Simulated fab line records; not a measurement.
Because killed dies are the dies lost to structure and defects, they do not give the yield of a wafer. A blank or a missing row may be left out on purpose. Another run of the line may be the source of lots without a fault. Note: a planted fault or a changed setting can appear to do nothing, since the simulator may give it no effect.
Chamber matching -- flow gf180mcu -- GF_V4_CMP_26 on cmp-01: 4 sister chambers
The step polishes, stops on SiO2, t overpolish 15 s, target thk 0 nm. 14 wafers are shown with their chamber, then 7 later ones without.

EACH WAFER AND ITS CHAMBER
wafer,chamber,motor_current_A (A),time_to_endpoint_s (s)
L449.1,1,10.2,82
L449.2,3,12.0,90
L449.6,3,11.9,87
L462.2,1,10.1,89
L462.3,2,10.5,83
L462.5,3,11.6,87
L463.2,3,11.8,89
L463.4,0,10.2,88
L463.5,2,9.5,85
L464.1,3,12.3,92
L464.2,1,10.3,88
L464.6,1,10.3,89
L467.4,0,10.4,93
L467.5,3,11.9,89

SIGNATURES (means of the wafers above)
reading,chamber 0,chamber 1,chamber 2,chamber 3,scatter within a chamber
motor_current_A,10.300,10.225,10.000,11.917,0.286
time_to_endpoint_s,90.50,87.00,84.00,89.00,2.58
Rule: a wafer's distance from a chamber is the root of the sum, over the readings, of the square of ((its reading less the chamber's mean) divided by the reading's scatter). The wafer belongs to the nearest chamber; if the next one is less than 2 further off, it can't be placed. The scatter: the root of (the sum of the squares of (reading less its chamber's mean) over the shown wafers, divided by (wafers less chambers)).

WAFERS WITH NO CHAMBER GIVEN
wafer,motor_current_A (A),time_to_endpoint_s (s)
L467.6,10.1,88
L468.1,11.6,92
L468.2,10.1,89
L468.6,9.9,92
L470.2,10.3,93
L470.4,11.7,93
L470.6,9.9,91

WHICH CHAMBER EACH ONE RAN IN
wafer,from the rows above,in truth
L467.6,can't be placed: 1 or 0 or 2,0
L468.1,3,3
L468.2,can't be placed: 1 or 0 or 2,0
L468.6,can't be placed: 0 or 1 or 2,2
L470.2,can't be placed: 0 or 1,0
L470.4,3,3
L470.6,can't be placed: 0 or 1 or 2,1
Correctly placed: 2 of 7. Can't be placed from these rows: 5 (the true chamber is among the candidates in 5). Wrongly placed: 0.
